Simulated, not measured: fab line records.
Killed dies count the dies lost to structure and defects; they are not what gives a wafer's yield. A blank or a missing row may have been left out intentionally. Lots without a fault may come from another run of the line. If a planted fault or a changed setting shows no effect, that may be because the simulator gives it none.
The tool behind it: which one?	flow sky130	33 wafers from 11 lots sampled at 4 of the route's 708 steps

## WHAT THE GAUGES SHOWED, per wafer
SKY_CAP2M_RS_MEAS_03: a four-point-probe measurement. Usual: for CAP2M_TIN_RS the level is 6.90 ohm/sq and the standard deviation is 0.056.
lot	measured	on	CAP2M_TIN_RS (ohm/sq)	flag
L823	day 39 22:59	filmMetro-02	6.90 6.94 6.89	
L824	day 40 02:01	filmMetro-01	6.90 6.94 6.88	
L825	day 40 10:37	filmMetro-02	6.95 6.93 6.91	
L826	day 40 15:53	filmMetro-02	6.87 6.85 6.96	
L829	day 41 16:01	filmMetro-04	6.92 6.96 6.87	
L828	day 41 20:17	filmMetro-04	6.89 6.91 6.94	
L831	day 42 13:35	filmMetro-04	6.87 6.89 6.93	
L832	day 42 22:32	filmMetro-02	6.87 6.89 6.83	
L839	day 44 16:47	filmMetro-01	6.79 6.83 6.77	
L846	day 46 00:32	filmMetro-02	6.90 6.84 6.91	
L845	day 46 02:45	filmMetro-04	6.95 6.95 6.90	

SKY_VIA4_OVL_MEAS_11. Usual: for VIA4_OVL the level is 0.1 nm and the standard deviation is 1.4.
lot	measured	on	VIA4_OVL (nm)	flag
L823	day 43 00:52	overlay-02	1.3 0.2 2.1	
L824	day 43 04:22	overlay-01	0.0 0.0 0.6	
L825	day 43 10:51	overlay-02	2.6 1.0 1.3	
L826	day 43 16:49	overlay-02	-2.6 -0.8 -1.8	
L829	day 44 14:43	overlay-02	0.0 0.4 -0.5	
L828	day 44 18:49	overlay-01	0.4 -3.0 -0.5	
L831	day 45 09:14	overlay-01	3.0 0.9 0.9	
L832	day 45 17:59	overlay-02	0.2 1.2 0.1	
L839	day 47 08:10	overlay-01	0.1 0.1 -0.5	
L846	day 48 13:53	overlay-01	-1.6 1.0 0.9	
L845	day 48 16:28	overlay-02	-0.5 -0.4 -1.6	

## WHICH TOOL RAN EACH LOT (tool, then ch and the chambers of the sampled wafers, then the start)
lot	SKY_METAL3_SPUTTER_01	SKY_CAP2M_METAL_ETCH_13
L823	pvdSputter-01, day 36 14:16	rieMetal-01 ch 0, day 41 00:02
L824	pvdSputter-01, day 36 17:51	rieMetal-03 ch 0,1, day 41 03:20
L825	pvdSputter-02, day 37 02:30	rieMetal-03 ch 0,1, day 41 10:01
L826	pvdSputter-01, day 37 07:27	rieMetal-03 ch 0,1, day 41 16:16
L829	pvdSputter-04, day 38 09:55	rieMetal-02 ch 1, day 42 14:29
L828	pvdSputter-02, day 38 14:07	rieMetal-01 ch 0,1, day 42 19:26
L831	pvdSputter-04, day 39 08:29	rieMetal-01 ch 0,1, day 43 11:47
L832	pvdSputter-01, day 39 17:37	rieMetal-02 ch 0, day 43 21:29
L839	pvdSputter-01, day 41 15:01	rieMetal-03 ch 0,1, day 45 13:50
L846	pvdSputter-02, day 43 01:12	rieMetal-03 ch 0,1, day 46 20:33
L845	pvdSputter-02, day 43 03:28	rieMetal-01 ch 0,1, day 46 23:01
- SKY_METAL3_SPUTTER_01: material TiN, target thk 20 nm, time 16.7 s.
- SKY_CAP2M_METAL_ETCH_13: etches TiN in Cl2/BCl3, stops on SiO2, target depth 220 nm, time 62.9 s.

## AS READ BY THE TOOLS THEMSELVES (means over the sampled wafers that have a number; for cases with no such wafer, the mark the record gives instead)
SKY_METAL3_SPUTTER_01. Usual: throttleValvePct at 29.9 %, with a standard deviation of 0.84.
lot	tool	throttleValvePct (%)	flag
L823	pvdSputter-01	29.4	
L824	pvdSputter-01	29.5	
L825	pvdSputter-02	30.3	
L826	pvdSputter-01	29.4	
L829	pvdSputter-04	29.8	
L828	pvdSputter-02	29.9	
L831	pvdSputter-04	30.1	
L832	pvdSputter-01	29.8	
L839	pvdSputter-01	29.8	
L846	pvdSputter-02	30.2	
L845	pvdSputter-02	30.2	

SKY_CAP2M_METAL_ETCH_13. Usual: drypumpMotorCurrentA 5.6 A, standard deviation 0.55; mfcCl2Sccm 60.02 sccm, standard deviation 0.16; oesProductAu 0.943 a.u., standard deviation 0.0065; rfFwdPowerW 893 W, standard deviation 4.1; throttleValvePct 21.901 %, standard deviation 0.0093.
lot	tool	drypumpMotorCurrentA (A)	mfcCl2Sccm (sccm)	oesProductAu (a.u.)	rfFwdPowerW (W)	throttleValvePct (%)	flag
L823	rieMetal-01	6.4	60.02	0.942	897	21.898	
L824	rieMetal-03	5.8	60.08	0.942	891	21.904	
L825	rieMetal-03	6.0	60.12	0.941	889	21.906	
L826	rieMetal-03	5.7	60.16	0.944	892	21.906	
L829	rieMetal-02	5.4	59.93	0.938	898	21.896	
L828	rieMetal-01	5.4	59.93	0.940	890	21.902	
L831	rieMetal-01	5.4	60.02	0.940	893	21.905	
L832	rieMetal-02	5.3	60.10	0.942	896	21.893	
L839	rieMetal-03	5.8	59.99	0.944	890	21.901	
L846	rieMetal-03	5.8	59.93	0.942	891	21.901	
L845	rieMetal-01	5.4	60.21	0.940	892	21.900	

## THE ANSWER, worked out from the rows above alone
Rule: a lot counts as off when the mean over its wafers that have a number is more than 3 standard deviations away from the usual mean. Also off: a lot with no number at a reading for which 4 or more lots have one. All remaining lots with rows at the step are treated as sound. The gauges are gone through in route order, then the tools' own readings, and for those a lot's mean is taken as printed above. The first step at which some lot is off is used, and at that step the reading that is off furthest; a lot without a number counts as furthest.
Across all readings shown, no lot is off: no conclusion can be drawn from this.

## WHAT THE SIMULATOR PUT IN
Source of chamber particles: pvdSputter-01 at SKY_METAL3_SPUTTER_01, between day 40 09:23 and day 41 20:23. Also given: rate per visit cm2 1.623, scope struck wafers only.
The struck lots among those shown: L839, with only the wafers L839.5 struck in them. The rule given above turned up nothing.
